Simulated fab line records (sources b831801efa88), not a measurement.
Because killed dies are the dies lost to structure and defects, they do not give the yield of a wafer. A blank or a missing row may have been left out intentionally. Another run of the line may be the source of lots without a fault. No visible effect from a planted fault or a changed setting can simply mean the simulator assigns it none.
Comparing a struck lot with a sound one    flow sky130    43 out of 708 route steps
Sound: wafers L598.1, L598.3, L598.5. Wafers L619.1, L619.2, L619.6 were the ones struck. Last of all comes the cause.
Order at every step that has rows: each side's tool, ch and its chambers, its first start. Under that, the readings that differ: sound wafers    struck wafers    difference of the means    sigmas: that difference in standard deviations of wafers without a fault.
alike: words and numbers the same on both sides, and readings whose means are apart by under 2 such deviations; not compared: readings that were withheld, readings missing a value for some wafer, numbers with overlapping values and no deviation given by the record, and bounds like >300 which may hide the same value.
The two part at a step that has a row with sigmas, a row that says differs or no value, or rows on one side only. Numbers that don't overlap but have no deviation are shown without sigmas and don't part them. Lack of a reading on every wafer of one side parts them only where that side has two or more wafers.

first, 1 step without rows for these wafers: SKY_SONOS_TUNNEL_DEVELOP_06 (develop time 60 s).
SKY_SONOS_TUNNEL_CD_MEAS_07: target cd 410 nm.
  sound: cd-sem-02 at day 11 13:02; struck: cd-sem-01 at day 18 06:50
  alike: cd-nm
SKY_SONOS_TUNNEL_OVL_MEAS_08:
  sound: overlay-01 at day 11 13:09; struck: overlay-02 at day 18 06:58
  alike: SONOS_TUNNEL_OVL
then, 3 steps without rows for these wafers: SKY_SONOS_TUNNEL_IMPLANT_09; SKY_SONOS_TUNNEL_WET_ETCH_10 (etches SiO2 in dHF, target depth 14 nm, time 280 s); SKY_SONOS_TUNNEL_STRIP_11 (strips in SPM, time 600 s).
SKY_SONOS_TUNNEL_TW_MEAS_12:
  sound: film-metro-04 at day 11 13:37; struck: film-metro-03 at day 18 07:24
  alike: SONOS_TUNNEL_TW
then, 2 steps without rows for these wafers: SKY_SONOS_TUNNEL_CLEAN_13 (cleans in dHF, time 20 s); SKY_SONOS_ONO_OXIDATION_00 (stabilise 600 s, purge 300 s, target thk 2.6 nm).
SKY_SONOS_ONO_THK_MEAS_01:
  sound: film-metro-02 at day 11 15:39; struck: film-metro-03 at day 18 10:37
reading                       sound           struck          difference  sigmas
SONOS_ONO_OXIDATION_THK (nm)  2.52 2.58 2.57  2.69 2.68 2.65  +0.12       +2
then, 1 step without rows for these wafers: SKY_SONOS_ONO_CVD_02 (deposits Si3N4 from DCS/NH3, target thk 10.5 nm, time 180 s).
SKY_SONOS_ONO_THK_MEAS_03:
  sound: film-metro-03 at day 11 16:46; struck: film-metro-01 at day 18 16:24
  alike: SONOS_ONO_CVD_02_THK
SKY_SONOS_ONO_CVD_04: deposits SiO2 from SiH4/N2O, target thk 5.7199 nm.
  sound on lpcvd-03 ch 0, day 11 16:49; struck on lpcvd-03 ch 0, day 18 16:28
  alike: zone-power-bottom-pct, zone-power-centre-pct
SKY_SONOS_ONO_THK_MEAS_05:
  sound: film-metro-01 at day 11 18:42; struck: film-metro-03 at day 18 18:20
  alike: SONOS_ONO_CVD_04_THK
then, 7 steps without rows for these wafers: SKY_SONOS_ONO_DEHYDRATE_06 (time 60 s); SKY_SONOS_ONO_HMDS_07 (prime time 60 s); SKY_SONOS_ONO_COAT_08 (resist thk 1140 nm); SKY_SONOS_ONO_SOFTBAKE_09 (time 60 s); SKY_SONOS_ONO_EXPOSE_10 (exposes mask ONOM, target cd 410 nm); SKY_SONOS_ONO_PEB_11; SKY_SONOS_ONO_DEVELOP_12 (develop time 60 s).
SKY_SONOS_ONO_CD_MEAS_13: target cd 410 nm.
  sound: cd-sem-02 at day 12 19:08; struck: cd-sem-02 at day 20 01:08
  alike: cd-nm
SKY_SONOS_ONO_OVL_MEAS_14:
  sound: overlay-01 at day 12 19:16; struck: overlay-01 at day 20 01:16
  alike: SONOS_ONO_OVL
SKY_SONOS_ONO_ETCH_15: etches the open film in CHF3/O2, target depth 19.52 nm, time 7.8 s.
  sound on rie-diel-02 ch 0,1,3, day 12 19:18; struck on rie-diel-02 ch 0,3, day 20 01:18
  alike: chf3-flow-sccm, drypump-motor-current-A, oes-product-au, throttle-valve-pct
  not compared: rf-hours-counter-h
then, 1 step without rows for these wafers: SKY_SONOS_ONO_WET_ETCH_16 (etches SiO2 in dHF, target depth 14 nm, time 280 s).
SKY_SONOS_ONO_STRIP_17: strips in O2/N2.
  sound on plasma-asher-02 ch 0,1, day 12 19:25; struck on plasma-asher-03 ch 0,1, day 20 01:29
  alike: drypump-motor-current-A, oes-product-au, strip-time-to-endpoint-s
  not compared: rf-hours-counter-h
then, 3 steps without rows for these wafers: SKY_SONOS_ONO_WET_ETCH_18 (etches Si3N4 in H3PO4, target depth 15 nm, time 172 s); SKY_GATE_OXIDE_CLEAN_00 (cleans in SC1/SC2, time 150 s); SKY_GATE_OXIDE_OXIDATION_01 (stabilise 600 s, purge 300 s, target thk 10.268 nm).
SKY_GATE_OXIDE_THK_MEAS_02:
  sound: film-metro-01 at day 12 21:28; struck: film-metro-02 at day 20 04:40
  alike: GATE_OXIDE_OXIDATION_00_THK
then, 7 steps without rows for these wafers: SKY_GATE_OXIDE_DEHYDRATE_03 (time 60 s); SKY_GATE_OXIDE_HMDS_04 (prime time 60 s); SKY_GATE_OXIDE_COAT_05 (resist thk 1140 nm); SKY_GATE_OXIDE_SOFTBAKE_06 (time 60 s); SKY_GATE_OXIDE_EXPOSE_07 (exposes mask LVOM, target cd 600 nm); SKY_GATE_OXIDE_PEB_08; SKY_GATE_OXIDE_DEVELOP_09 (develop time 60 s).
SKY_GATE_OXIDE_OVL_MEAS_10:
  sound: overlay-02 at day 13 22:38; struck: overlay-02 at day 21 11:17
  alike: GATE_OXIDE_OVL
then, 2 steps without rows for these wafers: SKY_GATE_OXIDE_IMPLANT_11; SKY_GATE_OXIDE_WET_ETCH_12 (etches SiO2 in dHF, target depth 16.8 nm, time 336 s).
SKY_GATE_OXIDE_STRIP_13: strips in O2/N2.
  sound on plasma-asher-03 ch 0,1, day 13 22:55; struck on plasma-asher-03 ch 0,1, day 21 11:35
  alike: drypump-motor-current-A, oes-product-au, strip-time-to-endpoint-s
  not compared: rf-hours-counter-h
SKY_GATE_OXIDE_TW_MEAS_14:
  sound: film-metro-04 at day 13 23:01; struck: film-metro-04 at day 21 11:41
  alike: GATE_OXIDE_TW
-- here the record skips 29 days between the struck wafers' starts before and after, leaving off in module GATE_OXIDE and picking up in module PAD_OPEN (first step shown: number 708 of the route) --
SKY_PAD_OPEN_PROBE_99:
  sound: prober-02 at day 45 21:12; struck: prober-02 at day 50 18:39
reading              sound      struck       difference  sigmas
killed-at-front-end  14 11 4    82 78 84     +72         +16
killed-dies          83 104 61  145 143 138  +59         +7
  alike: killed_at_M0_to_M3, killed_at_M4_up, killed-at-contacts, killed-at-other, killed-open, killed-short

== WHERE THEY PART ==
Earliest at SKY_SONOS_ONO_THK_MEAS_01; latest, in this record, at SKY_PAD_OPEN_PROBE_99.

WHY: what had been put in by the simulator
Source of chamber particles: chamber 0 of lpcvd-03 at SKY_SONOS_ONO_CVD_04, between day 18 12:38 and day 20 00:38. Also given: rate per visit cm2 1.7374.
